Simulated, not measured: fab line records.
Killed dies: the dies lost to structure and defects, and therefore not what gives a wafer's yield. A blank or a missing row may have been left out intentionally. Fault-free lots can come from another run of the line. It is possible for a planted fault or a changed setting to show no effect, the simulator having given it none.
Chamber matching || flow gf180mcu || GF_CONTACT_CVD_00 on hdpcvd-01 has 3 sister chambers
The step deposits SiO2, target thk 300 nm, time 50 s. 6 wafers are shown with their chamber, then 7 later ones without.

## WAFERS, EACH WITH ITS CHAMBER
{"wafer": "L117.6", "chamber": 2, "pressureMtorr (mTorr)": 6.004, "sih4FlowSccm (sccm)": 59.86}
{"wafer": "L124.1", "chamber": 0, "pressureMtorr (mTorr)": 6.017, "sih4FlowSccm (sccm)": 60.16}
{"wafer": "L124.2", "chamber": 1, "pressureMtorr (mTorr)": 6.006, "sih4FlowSccm (sccm)": 59.95}
{"wafer": "L124.3", "chamber": 2, "pressureMtorr (mTorr)": 5.972, "sih4FlowSccm (sccm)": 60.12}
{"wafer": "L125.3", "chamber": 1, "pressureMtorr (mTorr)": 5.993, "sih4FlowSccm (sccm)": 59.67}
{"wafer": "L125.5", "chamber": 0, "pressureMtorr (mTorr)": 6.017, "sih4FlowSccm (sccm)": 59.92}

## WAFERS WITH NO CHAMBER GIVEN
{"wafer": "L125.6", "pressureMtorr (mTorr)": 6.008, "sih4FlowSccm (sccm)": 59.90}
{"wafer": "L127.2", "pressureMtorr (mTorr)": 5.999, "sih4FlowSccm (sccm)": 59.98}
{"wafer": "L127.4", "pressureMtorr (mTorr)": 6.018, "sih4FlowSccm (sccm)": 60.54}
{"wafer": "L127.6", "pressureMtorr (mTorr)": 6.001, "sih4FlowSccm (sccm)": 59.93}
{"wafer": "L131.2", "pressureMtorr (mTorr)": 5.997, "sih4FlowSccm (sccm)": 60.14}
{"wafer": "L131.4", "pressureMtorr (mTorr)": 6.011, "sih4FlowSccm (sccm)": 60.10}
{"wafer": "L131.6", "pressureMtorr (mTorr)": 5.995, "sih4FlowSccm (sccm)": 59.93}

## EACH ONE'S CHAMBER
{"wafer": "L125.6", "from the rows above": "can't be placed: 1 or 0 or 2", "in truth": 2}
{"wafer": "L127.2", "from the rows above": "can't be placed: 2 or 1 or 0", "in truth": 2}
{"wafer": "L127.4", "from the rows above": "can't be placed: 0 or 2 or 1", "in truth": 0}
{"wafer": "L127.6", "from the rows above": "can't be placed: 1 or 2 or 0", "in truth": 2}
{"wafer": "L131.2", "from the rows above": "can't be placed: 2 or 0 or 1", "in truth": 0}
{"wafer": "L131.4", "from the rows above": "can't be placed: 0 or 2 or 1", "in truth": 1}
{"wafer": "L131.6", "from the rows above": "can't be placed: 2 or 1 or 0", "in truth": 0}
Correctly placed: 0 of 7. From these rows, 7 cannot be placed; in 7 the true chamber is one of the candidates. Number placed wrongly: 0.
How it was worked out, from the rows above alone: a wafer's distance from a chamber is the root of the sum, over the readings, of the square of ((its reading less the chamber's mean) divided by the reading's scatter). The wafer belongs to the nearest chamber; if the next one is less than 2 further off, it can't be placed. A chamber's mean is the mean of its shown wafers. The scatter: take each reading less its chamber's mean, square it, sum over the shown wafers, divide by the number of wafers less the number of chambers, and take the root.
